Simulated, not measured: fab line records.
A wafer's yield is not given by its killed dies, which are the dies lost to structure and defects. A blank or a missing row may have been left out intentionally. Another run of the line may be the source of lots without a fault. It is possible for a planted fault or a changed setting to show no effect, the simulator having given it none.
fab line records | flow sky130
record lots=14 | wafers=42 | last_day=51
route steps=708 shown VIA2@531 METAL3@534 VIA3@575
lots that met no fault: from a run of the same line without faults
start_h: start of the lot's first displayed wafer, in hours after the record's first day | wait_h: how many hours have passed since the lot's step before this one | " unchanged from the row above | L1.1+2: a single row standing in for several wafers | - value missing, or start not given | * or withheld: withheld | < > ~ a bound
route shown NAME@n: a module of which the file shows steps, and the number in the route of the first | usual: mean/standard deviation of fault-free wafers | same: alike in all rows | chamber/n: place in a boat | sites: each site's reading | _std_site: the values' standard deviation | _edge_site: outer sites' mean less inner sites' | radius_mm: how far each site lies from the wafer's centre | mask NAME#n: copy n | behind: tool/chamber where the wafer was last shaped | hold: the reason the lot was held/the length of the hold in hours/how it ended | device: which transistor (n, p or np) failed to switch | end of line: the route-end tests of the same wafers | a step with no rows: only its recipe | killed: dies lost to structure and defects at the first sort, not the wafer's yield | map: a wafer's dies, marking killed ones x, the rest . and places with no die _
set.NAME: the setting that was run; set.NAME@STEP: the one run at that earlier step | model.NAME: the simulator's own value behind a step, which no gauge read
one table for each step of the route and one row for each wafer, over a sample of lots
services: the hour from which a tool's chamber was out of use, counted from the record's first day as start_h (under 0 if before that day), plus the number of hours and why
## steps
# step SKY_VIA2_CMP_24
# recipe stop_on=SiO2 | t_overpolish_s=20 | down_force_psi=3.5 | platen_rpm=60 | target_thk_nm=0 | pad_velocity_m_s=0.94248
# usual edge_zone_pressure_frac=1.001/0.0053 | head_pressure_psi=3.500/0.0079 | motor_current_A=11.3/1.4 | overpolish_run_s=20.000/0.0092 | slurry_filter_dp_kPa=13.48/0.14 | slurry_flow_ml_min=150.0/0.51 | time_to_endpoint_s=104.0/2.9
lot.wafer | tool   | chamber | start_h | wait_h | edge_zone_pressure_frac | head_pressure_psi | motor_current_A | overpolish_run_s | slurry_filter_dp_kPa | slurry_flow_ml_min | time_to_endpoint_s
L671.4    | cmp-01 | 3       | 882.82  | 0.0    | 1.004                   | 3.493             | 11.8            | 19.994           | 13.30                | 150.3              | 106.2
L671.1    | "      | 0       | "       | "      | 0.999                   | 3.510             | 10.7            | 20.001           | 13.32                | 150.6              | 104.1
L671.6    | "      | 3       | "       | "      | 1.002                   | 3.506             | 11.6            | 20.010           | 13.56                | 150.3              | 106.2
L672.2    | cmp-02 | 2       | 896.57  | 0.1    | 1.002                   | 3.491             | 10.6            | 20.006           | 13.63                | 150.4              | 99.7
L672.1    | "      | 0       | "       | "      | 1.005                   | 3.506             | 8.5             | 19.991           | 13.50                | 149.3              | 102.0
L672.6    | "      | 1       | "       | "      | 1.000                   | 3.484             | 11.5            | 20.010           | 13.37                | 149.6              | 108.6
L673.1    | cmp-02 | 0       | 904.37  | 0.1    | 0.999                   | 3.493             | 8.6             | 19.999           | 13.60                | 150.1              | 105.1
L673.4    | "      | 1       | "       | "      | 1.009                   | 3.512             | 11.8            | 20.016           | 13.56                | 150.1              | 100.6
L673.6    | "      | 3       | "       | "      | 0.999                   | 3.490             | 13.5            | 19.996           | 13.52                | 150.3              | 100.3
L677.3    | cmp-01 | 3       | 932.58  | 0.0    | 1.004                   | 3.487             | 11.3            | 20.008           | 13.57                | 150.0              | 108.8
L677.1    | "      | 0       | "       | "      | 1.006                   | 3.490             | 11.1            | 20.018           | 13.66                | 149.6              | 105.1
L677.2    | "      | 1       | "       | "      | 0.998                   | 3.502             | 11.4            | 19.993           | 13.48                | 150.4              | 102.5
L679.3    | cmp-01 | 2       | 946.44  | 0.0    | 0.993                   | 3.494             | 11.8            | 20.004           | 13.51                | 149.7              | 102.6
L679.2    | "      | 3       | "       | "      | 1.004                   | 3.496             | 12.2            | 19.993           | 13.44                | 149.6              | 107.9
L679.6    | "      | 3       | "       | "      | 1.002                   | 3.497             | 12.0            | 20.000           | 13.51                | 150.0              | 104.0
L680.1    | cmp-02 | 0       | 953.49  | 0.1    | 0.998                   | 3.513             | 8.4             | 20.005           | 13.46                | 150.1              | 103.0
L680.3    | "      | 1       | "       | "      | 1.004                   | 3.494             | 12.2            | 20.022           | 13.71                | 149.2              | 99.0
L680.2    | "      | 2       | "       | "      | 1.000                   | 3.499             | 11.3            | 19.983           | 13.39                | 150.7              | 101.6
L682.2    | cmp-02 | 2       | 963.33  | 0.1    | 1.003                   | 3.492             | 10.7            | 20.005           | 13.72                | 150.2              | 104.6
L682.1    | "      | 3       | "       | "      | 0.999                   | 3.505             | 13.6            | 19.996           | 13.42                | 150.5              | 101.1
L682.5    | "      | 1       | "       | "      | 0.996                   | 3.506             | 12.2            | 20.004           | 13.61                | 149.6              | 102.7
L686.2    | cmp-01 | 1       | 998.23  | 0.3    | 0.997                   | 3.499             | 11.5            | 19.999           | 13.53                | 150.7              | 102.0
L686.1    | "      | 3       | "       | "      | 1.004                   | 3.497             | 11.2            | 20.010           | 13.74                | 150.4              | 103.7
L686.5    | "      | 2       | "       | "      | 0.995                   | 3.493             | 11.2            | 20.023           | 13.54                | 149.3              | 102.3
L687.3    | cmp-01 | 3       | 999.13  | 0.3    | 1.005                   | 3.498             | 11.8            | 19.992           | 13.46                | 149.8              | 100.8
L687.4    | "      | 0       | "       | "      | 0.993                   | 3.512             | 11.2            | 19.988           | 13.45                | 150.4              | 102.2
L687.5    | "      | 3       | "       | "      | 1.008                   | 3.490             | 11.9            | 19.993           | 13.44                | 149.8              | 102.7
L688.1    | cmp-02 | 2       | 1004.64 | 0.1    | 1.004                   | 3.496             | 11.2            | 19.995           | 13.41                | 150.7              | 103.8
L688.3    | "      | 0       | "       | "      | 1.000                   | 3.496             | 8.2             | 19.991           | 13.33                | 150.0              | 104.8
L688.6    | "      | 1       | "       | "      | 1.006                   | 3.509             | 12.0            | 20.001           | 13.24                | 150.3              | 102.3
L689.3    | cmp-01 | 2       | 1011.31 | 0.0    | 0.990                   | 3.509             | 12.2            | 19.999           | 13.63                | 150.1              | 111.9
L689.2    | "      | 3       | "       | "      | 1.002                   | 3.500             | 11.9            | 20.010           | 13.44                | 150.4              | 111.7
L689.1    | "      | 0       | "       | "      | 0.999                   | 3.500             | 10.9            | 20.006           | 13.15                | 150.2              | 103.3
L690.1    | cmp-01 | 1       | 1019.87 | 0.1    | 0.999                   | 3.489             | 11.2            | 20.004           | 13.28                | 149.1              | 100.9
L690.4    | "      | 2       | "       | "      | 1.003                   | 3.500             | 11.7            | 20.001           | 13.47                | 149.8              | 105.0
L690.6    | "      | 0       | "       | "      | 1.005                   | 3.496             | 10.6            | 19.983           | 13.47                | 150.5              | 104.2
L691.3    | cmp-02 | 0       | 1021.52 | 0.2    | 1.004                   | 3.502             | 8.6             | 19.999           | 13.55                | 149.8              | 108.5
L691.6    | "      | 1       | "       | "      | 1.001                   | 3.512             | 12.1            | 19.993           | 13.38                | 149.9              | 105.8
L691.5    | "      | 2       | "       | "      | 1.000                   | 3.483             | 10.9            | 20.001           | 13.92                | 150.2              | 105.7
L692.2    | cmp-02 | 1       | 1025.27 | 0.1    | 1.007                   | 3.515             | 11.9            | 19.992           | 13.56                | 150.7              | 104.1
L692.3    | "      | 2       | "       | "      | 1.013                   | 3.494             | 10.8            | 19.987           | 13.39                | 149.9              | 103.5
L692.6    | "      | 3       | "       | "      | 0.988                   | 3.486             | 13.6            | 19.994           | 13.41                | 149.4              | 101.7
# step SKY_METAL3_SPUTTER_02
# recipe material=AlCu | target_thk_nm=735 | power_w=10600 | time_s=39.1 | chamber_pressure_pa=0.4
# usual throttle_valve_pct=30.0/0.76
lot.wafer | tool           | chamber | start_h | wait_h | throttle_valve_pct
L671.1    | pvd_sputter-03 | -       | 883.18  | 0.0    | 30.8
L671.4    | "              | -       | "       | "      | 29.6
L671.6    | "              | -       | "       | "      | 29.9
L672.1    | pvd_sputter-03 | -       | 896.86  | 0.0    | 29.5
L672.2    | "              | -       | "       | "      | 29.7
L672.6    | "              | -       | "       | "      | 30.8
L673.1    | pvd_sputter-04 | -       | 904.62  | 0.0    | 29.3
L673.4    | "              | -       | "       | "      | 30.0
L673.6    | "              | -       | "       | "      | 29.0
L677.1    | pvd_sputter-01 | -       | 932.93  | 0.0    | 31.9
L677.2    | "              | -       | "       | "      | 29.8
L677.3    | "              | -       | "       | "      | 29.7
L679.2    | pvd_sputter-03 | -       | 946.79  | 0.0    | 29.7
L679.3    | "              | -       | "       | "      | 30.6
L679.6    | "              | -       | "       | "      | 29.3
L680.1    | pvd_sputter-04 | -       | 953.79  | 0.0    | 29.2
L680.2    | "              | -       | "       | "      | 29.2
L680.3    | "              | -       | "       | "      | 30.1
L682.1    | pvd_sputter-01 | -       | 963.58  | 0.0    | 30.8
L682.2    | "              | -       | "       | "      | 31.8
L682.5    | "              | -       | "       | "      | 29.5
L686.1    | pvd_sputter-01 | -       | 998.58  | 0.0    | 29.2
L686.2    | "              | -       | "       | "      | 30.6
L686.5    | "              | -       | "       | "      | 29.4
L687.3    | pvd_sputter-03 | -       | 999.48  | 0.0    | 30.8
L687.4    | "              | -       | "       | "      | 29.6
L687.5    | "              | -       | "       | "      | 29.6
L688.1    | pvd_sputter-03 | -       | 1004.94 | 0.0    | 29.9
L688.3    | "              | -       | "       | "      | 29.1
L688.6    | "              | -       | "       | "      | 29.6
L689.1    | pvd_sputter-01 | -       | 1011.66 | 0.0    | 30.6
L689.2    | "              | -       | "       | "      | 31.7
L689.3    | "              | -       | "       | "      | 29.7
L690.1    | pvd_sputter-01 | -       | 1020.17 | 0.0    | 30.7
L690.4    | "              | -       | "       | "      | 31.5
L690.6    | "              | -       | "       | "      | 29.6
L691.3    | pvd_sputter-03 | -       | 1021.72 | 0.0    | 29.2
L691.5    | "              | -       | "       | "      | 29.2
L691.6    | "              | -       | "       | "      | 30.9
L692.2    | pvd_sputter-03 | -       | 1025.52 | 0.0    | 29.6
L692.3    | "              | -       | "       | "      | 30.6
L692.6    | "              | -       | "       | "      | 29.6
# step SKY_VIA3_CMP_02
# recipe material=SiO2 | down_force_psi=4 | platen_rpm=60 | pad_velocity_m_s=0.94248
# usual edge_zone_pressure_frac=1.000/0.0051 | head_pressure_psi=4.000/0.0084 | motor_current_A=12.2/1.5 | slurry_filter_dp_kPa=13.50/0.14 | slurry_flow_ml_min=150.0/0.48
lot.wafer | tool   | chamber | start_h | wait_h | edge_zone_pressure_frac | head_pressure_psi | motor_current_A | slurry_filter_dp_kPa | slurry_flow_ml_min
L671.4    | cmp-02 | 1       | 936.39  | 0.0    | 1.002                   | 4.007             | 12.5            | 13.60                | 149.9
L671.1    | "      | 2       | "       | "      | 1.002                   | 3.996             | 12.4            | 13.43                | 149.3
L671.6    | "      | 1       | "       | "      | 0.997                   | 4.009             | 12.4            | 13.48                | 150.2
L672.2    | cmp-02 | 0       | 950.25  | 0.0    | 1.005                   | 3.996             | 9.5             | 13.62                | 149.6
L672.1    | "      | 3       | "       | "      | 0.999                   | 3.979             | 14.4            | 13.51                | 149.3
L672.6    | "      | 0       | "       | "      | 1.001                   | 3.987             | 8.8             | 13.46                | 150.4
L673.1    | cmp-01 | 2       | 956.98  | 0.1    | 1.005                   | 3.998             | 12.3            | 13.51                | 149.4
L673.4    | "      | 0       | "       | "      | 1.005                   | 3.995             | 11.3            | 13.29                | 150.2
L673.6    | "      | 2       | "       | "      | 1.003                   | 4.007             | 12.2            | 13.54                | 149.3
L677.1    | cmp-02 | 2       | 984.24  | 0.1    | 1.006                   | 3.993             | 11.6            | 13.60                | 149.8
L677.2    | "      | 3       | "       | "      | 1.003                   | 3.997             | 14.0            | 13.29                | 150.3
L677.3    | "      | 1       | "       | "      | 1.003                   | 4.018             | 13.0            | 13.51                | 150.1
L679.3    | cmp-01 | 0       | 998.53  | 0.3    | -                       | -                 | -               | -                    | -
L679.2    | "      | 2       | "       | "      | -                       | -                 | -               | -                    | -
L679.6    | "      | 0       | "       | "      | -                       | -                 | -               | -                    | -
L680.1    | cmp-01 | 2       | 1005.12 | 0.1    | -                       | -                 | -               | -                    | -
L680.3    | "      | 3       | "       | "      | -                       | -                 | -               | -                    | -
L680.2    | "      | 0       | "       | "      | -                       | -                 | -               | -                    | -
L682.2    | cmp-01 | 2       | 1015.07 | 0.1    | 0.999                   | 4.008             | 12.9            | 13.49                | 150.1
L682.1    | "      | 3       | "       | "      | 1.002                   | 3.992             | 12.6            | 13.64                | 150.5
L682.5    | "      | 2       | "       | "      | 1.002                   | 4.008             | 12.1            | 13.52                | 150.1
L686.2    | cmp-02 | 3       | 1047.54 | 0.1    | 0.996                   | 3.998             | 14.1            | 13.67                | 149.9
L686.1    | "      | 0       | "       | "      | 0.997                   | 4.004             | 9.1             | 13.79                | 150.7
L686.5    | "      | 1       | "       | "      | 1.001                   | 4.005             | 12.1            | 13.19                | 150.2
L687.4    | cmp-02 | 0       | 1047.98 | 0.0    | 1.003                   | 3.998             | 9.0             | 13.37                | 149.9
L687.3    | "      | 3       | "       | "      | 0.993                   | 3.994             | 14.7            | 13.61                | 150.5
L687.5    | "      | 0       | "       | "      | 1.001                   | 4.004             | 9.3             | 13.54                | 150.6
L688.3    | cmp-01 | 1       | 1052.34 | 0.0    | 0.998                   | 4.004             | 12.2            | 13.66                | 149.7
L688.1    | "      | 2       | "       | "      | 1.004                   | 3.998             | 12.6            | 13.40                | 149.7
L688.6    | "      | 2       | "       | "      | 1.005                   | 3.992             | 12.4            | 13.69                | 149.9
L689.2    | cmp-02 | 0       | 1059.56 | 0.1    | 1.002                   | 4.012             | 9.4             | 13.52                | 150.0
L689.1    | "      | 1       | "       | "      | 0.997                   | 4.008             | 12.8            | 13.46                | 149.2
L689.3    | "      | 2       | "       | "      | 1.014                   | 3.986             | 11.8            | 13.77                | 149.9
L690.4    | cmp-02 | 3       | 1068.45 | 0.3    | 0.994                   | 3.993             | 14.7            | 13.46                | 150.3
L690.1    | "      | 0       | "       | "      | 0.990                   | 4.003             | 9.3             | 13.73                | 150.0
L690.6    | "      | 3       | "       | "      | 0.999                   | 3.980             | 14.6            | 13.65                | 149.5
L691.3    | cmp-02 | 1       | 1069.85 | 0.2    | 0.997                   | 4.004             | 13.1            | 13.45                | 150.6
L691.6    | "      | 2       | "       | "      | 0.999                   | 3.996             | 12.3            | 13.68                | 149.8
L691.5    | "      | 3       | "       | "      | 0.997                   | 4.000             | 15.0            | 13.27                | 150.5
L692.3    | cmp-01 | 3       | 1073.66 | 0.0    | 0.997                   | 3.993             | 12.8            | 13.56                | 150.4
L692.2    | "      | 2       | "       | "      | 1.000                   | 3.998             | 12.7            | 13.64                | 150.8
L692.6    | "      | 0       | "       | "      | 1.002                   | 3.996             | 12.1            | 13.45                | 149.8
# step SKY_VIA3_BOW_MEAS_03
# recipe mode=bow
# usual VIA3_BOW=82/8
lot.wafer | tool          | chamber | start_h | wait_h | VIA3_BOW[um]
L671.1    | film_metro-01 | -       | 936.69  | 0.2    | 81
L671.4    | "             | -       | "       | "      | 83
L671.6    | "             | -       | "       | "      | 77
L672.1    | film_metro-03 | -       | 950.55  | 0.1    | 88
L672.2    | "             | -       | "       | "      | 75
L672.6    | "             | -       | "       | "      | 86
L673.1    | film_metro-01 | -       | 957.23  | 0.2    | 80
L673.4    | "             | -       | "       | "      | 77
L673.6    | "             | -       | "       | "      | 79
L677.1    | film_metro-01 | -       | 984.54  | 0.2    | 96
L677.2    | "             | -       | "       | "      | 88
L677.3    | "             | -       | "       | "      | 94
L679.2    | film_metro-03 | -       | 998.85  | 0.2    | 139
L679.3    | "             | -       | "       | "      | 127
L679.6    | "             | -       | "       | "      | 137
L680.1    | film_metro-03 | -       | 1005.42 | 0.2    | 146
L680.2    | "             | -       | "       | "      | 142
L680.3    | "             | -       | "       | "      | 158
L682.1    | film_metro-01 | -       | 1015.32 | 0.1    | 65
L682.2    | "             | -       | "       | "      | 70
L682.5    | "             | -       | "       | "      | 80
L686.1    | film_metro-04 | -       | 1047.74 | 0.1    | 74
L686.2    | "             | -       | "       | "      | 74
L686.5    | "             | -       | "       | "      | 78
L687.3    | film_metro-04 | -       | 1048.32 | 0.1    | 83
L687.4    | "             | -       | "       | "      | 97
L687.5    | "             | -       | "       | "      | 84
L688.1    | film_metro-01 | -       | 1052.64 | 0.2    | 67
L688.3    | "             | -       | "       | "      | 79
L688.6    | "             | -       | "       | "      | 84
L689.1    | film_metro-01 | -       | 1059.81 | 0.1    | 80
L689.2    | "             | -       | "       | "      | 89
L689.3    | "             | -       | "       | "      | 86
L690.1    | film_metro-04 | -       | 1068.70 | 0.1    | 88
L690.4    | "             | -       | "       | "      | 95
L690.6    | "             | -       | "       | "      | 83
L691.3    | film_metro-04 | -       | 1070.04 | 0.1    | 63
L691.5    | "             | -       | "       | "      | 82
L691.6    | "             | -       | "       | "      | 83
L692.2    | film_metro-04 | -       | 1073.98 | 0.1    | 78
L692.3    | "             | -       | "       | "      | 73
L692.6    | "             | -       | "       | "      | 72
# step SKY_VIA3_OVL_MEAS_13
# usual VIA3_OVL=-1/5.2
lot.wafer | tool       | chamber | start_h | wait_h | VIA3_OVL[nm]
L671.1    | overlay-01 | -       | 961.74  | 0.1    | -6
L671.4    | "          | -       | "       | "      | -4
L671.6    | "          | -       | "       | "      | -10
L672.1    | overlay-01 | -       | 975.97  | 0.1    | 7
L672.2    | "          | -       | "       | "      | 0
L672.6    | "          | -       | "       | "      | -6
L673.1    | overlay-01 | -       | 981.97  | 0.1    | -6
L673.4    | "          | -       | "       | "      | 1
L673.6    | "          | -       | "       | "      | -7
L677.1    | overlay-02 | -       | 1008.69 | 0.1    | -8
L677.2    | "          | -       | "       | "      | 2
L677.3    | "          | -       | "       | "      | -6
L679.2    | overlay-01 | -       | 1022.54 | 0.1    | 3
L679.3    | "          | -       | "       | "      | 3
L679.6    | "          | -       | "       | "      | 5
L680.1    | overlay-01 | -       | 1028.99 | 0.1    | 1
L680.2    | "          | -       | "       | "      | 3
L680.3    | "          | -       | "       | "      | -6
L682.1    | overlay-02 | -       | 1039.69 | 0.1    | -4
L682.2    | "          | -       | "       | "      | 1
L682.5    | "          | -       | "       | "      | -3
L686.1    | overlay-01 | -       | 1070.74 | 0.1    | 0
L686.2    | "          | -       | "       | "      | 2
L686.5    | "          | -       | "       | "      | -4
L687.3    | overlay-02 | -       | 1072.05 | 0.1    | 0
L687.4    | "          | -       | "       | "      | -10
L687.5    | "          | -       | "       | "      | 2
L688.1    | overlay-01 | -       | 1075.14 | 0.1    | -11
L688.3    | "          | -       | "       | "      | -9
L688.6    | "          | -       | "       | "      | -11
L689.1    | overlay-02 | -       | 1082.14 | 0.1    | 1
L689.2    | "          | -       | "       | "      | 0
L689.3    | "          | -       | "       | "      | 1
L690.1    | overlay-02 | -       | 1090.94 | 0.1    | 0
L690.4    | "          | -       | "       | "      | 0
L690.6    | "          | -       | "       | "      | 1
L691.3    | overlay-02 | -       | 1091.50 | 0.1    | -5
L691.5    | "          | -       | "       | "      | -1
L691.6    | "          | -       | "       | "      | 1
L692.2    | overlay-02 | -       | 1095.69 | 0.1    | 6
L692.3    | "          | -       | "       | "      | 0
L692.6    | "          | -       | "       | "      | 2
# step SKY_VIA3_ETCH_15
# recipe target=SiO2 | chemistry=C4F8/O2/Ar | target_depth_nm=507 | stop_on=TiN | mask_material=KrF-thick | source_w=1500 | bias_w=1200 | pressure_mtorr=40 | c4f8_flow_sccm=withheld | O2_flow_sccm=6 | Ar_flow_sccm=300 | time_s=78
# usual chamber_pressure_mTorr=40.00/0.037 | oes_product_au=0.946/0.0044
lot.wafer | tool        | chamber | start_h | wait_h | chamber_pressure_mTorr | oes_product_au | rf_hours_counter_h
L671.1    | rie_diel-04 | 0       | 961.81  | 0.0    | 39.93                  | 0.941          | 17
L671.4    | "           | 1       | "       | "      | 39.96                  | 0.943          | 25
L671.6    | "           | 1       | "       | "      | 40.02                  | 0.945          | -
L672.1    | rie_diel-01 | 1       | 976.05  | 0.0    | 40.09                  | 0.940          | 10
L672.2    | "           | 0       | "       | "      | 39.96                  | 0.944          | 17
L672.6    | "           | 2       | "       | "      | 39.97                  | 0.937          | -
L673.1    | rie_diel-01 | 3       | 982.05  | 0.0    | 40.06                  | 0.943          | 19
L673.4    | "           | 2       | "       | "      | 39.96                  | 0.952          | 8
L673.6    | "           | 2       | "       | "      | 40.01                  | 0.945          | -
L677.1    | rie_diel-02 | 3       | 1008.77 | 0.0    | 40.00                  | 0.945          | 8
L677.2    | "           | 2       | "       | "      | 40.01                  | 0.955          | 13
L677.3    | "           | 1       | "       | "      | 40.07                  | 0.944          | 21
L679.2    | rie_diel-02 | 2       | 1022.62 | 0.0    | 39.93                  | 1.659          | 14
L679.3    | "           | 3       | "       | "      | 40.03                  | 1.641          | 8
L679.6    | "           | 3       | "       | "      | 40.02                  | 1.618          | -
L680.1    | rie_diel-02 | 1       | 1029.07 | 0.0    | 39.99                  | 1.641          | 22
L680.2    | "           | 2       | "       | "      | 40.06                  | 1.629          | 14
L680.3    | "           | 3       | "       | "      | 39.98                  | 1.613          | 9
L682.1    | rie_diel-02 | 1       | 1039.77 | 0.0    | 39.97                  | 0.951          | 22
L682.2    | "           | 3       | "       | "      | 40.01                  | 0.954          | 9
L682.5    | "           | 2       | "       | "      | 39.99                  | 0.948          | -
L686.1    | rie_diel-02 | 3       | 1070.82 | 0.0    | 39.97                  | 0.943          | 10
L686.2    | "           | 2       | "       | "      | 40.03                  | 0.944          | 16
L686.5    | "           | 2       | "       | "      | 39.99                  | 0.946          | -
L687.3    | rie_diel-01 | 2       | 1072.12 | 0.0    | 40.01                  | 0.942          | 11
L687.4    | "           | 3       | "       | "      | 40.02                  | 0.949          | 22
L687.5    | "           | 3       | "       | "      | 39.97                  | 0.943          | -
L688.1    | rie_diel-04 | 2       | 1075.22 | 0.0    | 40.02                  | 0.953          | 26
L688.3    | "           | 1       | "       | "      | 40.01                  | 0.945          | 28
L688.6    | "           | 0       | "       | "      | 39.98                  | 0.945          | -
L689.1    | rie_diel-01 | 1       | 1082.22 | 0.0    | 39.95                  | 0.947          | 13
L689.2    | "           | 0       | "       | "      | 40.02                  | 0.950          | 21
L689.3    | "           | 2       | "       | "      | 40.00                  | 0.952          | 11
L690.1    | rie_diel-01 | 3       | 1091.02 | 0.0    | 40.02                  | 0.950          | 23
L690.4    | "           | 2       | "       | "      | 40.01                  | 0.944          | 11
L690.6    | "           | 1       | "       | "      | 40.02                  | 0.944          | -
L691.3    | rie_diel-04 | 1       | 1091.57 | 0.0    | 40.03                  | 0.945          | 29
L691.5    | "           | 0       | "       | "      | 40.02                  | 0.950          | -
L691.6    | "           | 3       | "       | "      | 40.00                  | 0.941          | -
L692.2    | rie_diel-04 | 2       | 1095.77 | 0.0    | 40.05                  | 0.941          | 27
L692.3    | "           | 3       | "       | "      | 39.96                  | 0.943          | 15
L692.6    | "           | 3       | "       | "      | 40.05                  | 0.943          | -
## services
tool           | chamber | start_h | hours | kind
pvd_sputter-01 | -       | 865.90  | 2.4   | repair
pvd_sputter-01 | -       | 876.03  | 14.1  | repair
pvd_sputter-01 | -       | 883.19  | 3.2   | repair
rie_diel-02    | 1       | 884.44  | 10.2  | repair
rie_diel-01    | 1       | 885.17  | 14.6  | repair
rie_diel-01    | 3       | 887.79  | 10.2  | repair
pvd_sputter-03 | -       | 892.49  | 1.0   | repair
cmp-01         | -       | 899.73  | 6.1   | pm
rie_diel-01    | 1       | 904.28  | 33.7  | repair
rie_diel-01    | 2       | 908.80  | 7.6   | repair
cmp-01         | -       | 912.00  | 4.0   | pm
cmp-01         | -       | 930.00  | 1.3   | repair
rie_diel-02    | 1       | 942.56  | 3.5   | repair
cmp-01         | -       | 949.49  | 3.7   | repair
cmp-02         | -       | 966.63  | 0.8   | repair
cmp-01         | -       | 980.13  | 2.3   | repair
cmp-02         | -       | 996.82  | 0.4   | repair
cmp-02         | -       | 997.22  | 6.5   | pm
cmp-01         | -       | 1047.07 | 0.5   | repair
cmp-01         | -       | 1063.15 | 8.4   | pm
cmp-02         | -       | 1084.00 | 4.0   | pm
rie_diel-02    | -       | 1085.96 | 14.6  | pm
cmp-02         | -       | 1089.97 | 0.2   | repair
cmp-02         | -       | 1091.01 | 1.2   | repair
## key
first_sign step=SKY_VIA3_CMP_02 | reading=tool_record | direction=missing
effect step=SKY_VIA3_BOW_MEAS_03 | reading=VIA3_BOW | direction=up | sigmas=7.4 | usual=82 | struck=141
effect step=SKY_VIA3_ETCH_15 | reading=oes_product_au | direction=up | sigmas=99+ | usual=0.946 | struck=1.633
met_at SKY_VIA3_CMP_02
struck_lots L679,L680
later_rows_left_out L679.2,L679.3,L679.6,L680.1,L680.2,L680.3
sort_left_out L679.2,L679.3,L679.6,L680.1,L680.2,L680.3
not_acting_at SKY_VIA2_CMP_24,SKY_METAL3_SPUTTER_02,SKY_VIA3_OVL_MEAS_13
onset_between 956.98 998.53
fault kind=skipped_step_whole | tool=cmp-01 | chamber=- | onset_h=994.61 | steps=SKY_VIA3_CMP_02 | scope=struck_lots_only
# sort_left_out: the simulated sort isn't trusted on such a fault, so these wafers' sort isn't shown, and their yield isn't known
# later_rows_left_out: the simulator's readings of these wafers behind a module that went badly wrong aren't trusted and aren't shown, but for the sort
